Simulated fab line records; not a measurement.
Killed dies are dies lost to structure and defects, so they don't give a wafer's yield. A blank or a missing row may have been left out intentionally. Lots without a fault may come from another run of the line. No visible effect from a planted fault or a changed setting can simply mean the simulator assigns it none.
Which tool did it? :: flow sky130 :: 13 lots with 38 wafers sampled at 2 steps, on a route of 708 steps

== WHAT EACH GAUGE READ, for each wafer ==
SKY_VIA1_THK_MEAS_01.
lot: L370
measured: day 32 20:52
on: film metro-02
VIA1_HDPCVD_THK (nm): 1011 1040 1016

lot: L372
measured: day 33 08:14
on: film metro-02
VIA1_HDPCVD_THK (nm): 1027 1024 1034

lot: L374
measured: day 34 02:23
on: film metro-02
VIA1_HDPCVD_THK (nm): 1014 1037 1010

lot: L375
measured: day 34 12:53
on: film metro-02
VIA1_HDPCVD_THK (nm): 1007 1025 1014

lot: L376
measured: day 34 18:20
on: film metro-03
VIA1_HDPCVD_THK (nm): 1025 1019 1005

lot: L377
measured: day 35 05:13
on: film metro-02
VIA1_HDPCVD_THK (nm): 1010 1000 1026

lot: L379
measured: day 35 15:17
on: film metro-02
VIA1_HDPCVD_THK (nm): 736 752

lot: L380
measured: day 35 22:32
on: film metro-03
VIA1_HDPCVD_THK (nm): 1012 1016 1019

lot: L388
measured: day 38 11:05
on: film metro-01
VIA1_HDPCVD_THK (nm): 1019 1036 1015

lot: L390
measured: day 38 22:22
on: film metro-03
VIA1_HDPCVD_THK (nm): 1012 1025 1027

lot: L391
measured: day 39 12:10
on: film metro-03
VIA1_HDPCVD_THK (nm): 1059 1062 1021

lot: L392
measured: day 39 13:35
on: film metro-02
VIA1_HDPCVD_THK (nm): 1017 1014 1015

lot: L393
measured: day 41 00:35
on: film metro-02
VIA1_HDPCVD_THK (nm): 1025 1014 1023

== WHICH TOOL RAN EACH LOT (tool, then ch and the chambers of the sampled wafers, then the start) ==
lot: L370
SKY_VIA1_HDPCVD_00: hdpcvd-02 ch 0,2, day 32 20:44

lot: L372
SKY_VIA1_HDPCVD_00: hdpcvd-01 ch 0,1,2, day 33 08:07

lot: L374
SKY_VIA1_HDPCVD_00: hdpcvd-02 ch 0,2, day 34 02:13

lot: L375
SKY_VIA1_HDPCVD_00: hdpcvd-01 ch 0,2, day 34 12:46

lot: L376
SKY_VIA1_HDPCVD_00: hdpcvd-01 ch 0,1,2, day 34 18:13

lot: L377
SKY_VIA1_HDPCVD_00: hdpcvd-01 ch 0,1,2, day 35 05:06

lot: L379
SKY_VIA1_HDPCVD_00: hdpcvd-01 ch 0,1, day 35 15:10

lot: L380
SKY_VIA1_HDPCVD_00: hdpcvd-02 ch 0,2, day 35 22:25

lot: L388
SKY_VIA1_HDPCVD_00: hdpcvd-02 ch 0,1,2, day 38 10:58

lot: L390
SKY_VIA1_HDPCVD_00: hdpcvd-01 ch 0,1,2, day 38 22:15

lot: L391
SKY_VIA1_HDPCVD_00: hdpcvd-02 ch 0,1, day 39 12:03

lot: L392
SKY_VIA1_HDPCVD_00: hdpcvd-01 ch 1,2, day 39 13:28

lot: L393
SKY_VIA1_HDPCVD_00: hdpcvd-01 ch 0,1,2, day 41 00:29
- SKY_VIA1_HDPCVD_00: deposits SiO2, target thk 1030 nm, time 171.7 s.

== WHAT THE TOOLS THEMSELVES READ (means of the sampled wafers that have a number; where no wafer has one, the mark that the record gives instead) ==
SKY_VIA1_HDPCVD_00.
lot: L370
tool: hdpcvd-02
run length s (s): 199.7

lot: L372
tool: hdpcvd-01
run length s (s): 199.5

lot: L374
tool: hdpcvd-02
run length s (s): 199.8

lot: L375
tool: hdpcvd-01
run length s (s): 200.0

lot: L376
tool: hdpcvd-01
run length s (s): 199.5

lot: L377
tool: hdpcvd-01
run length s (s): 199.7

lot: L379
tool: hdpcvd-01
run length s (s): 155.3

lot: L380
tool: hdpcvd-02
run length s (s): 199.8

lot: L388
tool: hdpcvd-02
run length s (s): 199.5

lot: L390
tool: hdpcvd-01
run length s (s): 199.6

lot: L391
tool: hdpcvd-02
run length s (s): 199.2

lot: L392
tool: hdpcvd-01
run length s (s): 199.5

lot: L393
tool: hdpcvd-01
run length s (s): 199.5

== THE ANSWER, worked out from the rows above alone ==
Rule: what is usual is taken from the lots themselves. The widest of any qualifying gaps counts: lots, ordered by their means at a reading, are off when they make up no more than a third of the lots, leave a main group of 4 or more, and stand apart from it by 3 or more times the standard deviation of that group's means. The tables above print the reading to a certain number of digits; a main group whose means all agree to those digits is not used. A lot without any number at a reading at which 4 lots or more have one is off too. Any other lot the step has rows for is counted as sound. First the gauges in route order, then the tools' own readings, where a lot's mean is used as printed above. The first step at which some lot is off is used, and at that step the reading that is off furthest; a lot without a number counts as furthest.
Off: L379, at SKY_VIA1_THK_MEAS_01 (VIA1_HDPCVD_THK). Mean 1022 nm and standard deviation 8.9 in the main group.
A tool fits if, at a process step before that reading, it ran every lot that is off, and no sound lot after the first of them. The gauges at SKY_VIA1_THK_MEAS_01 aren't tried: what is off there is off at SKY_VIA1_HDPCVD_00 too, on other tools, and a gauge's error can't cause that. No candidate that was tried fits.

== WHAT THE SIMULATOR PUT IN ==
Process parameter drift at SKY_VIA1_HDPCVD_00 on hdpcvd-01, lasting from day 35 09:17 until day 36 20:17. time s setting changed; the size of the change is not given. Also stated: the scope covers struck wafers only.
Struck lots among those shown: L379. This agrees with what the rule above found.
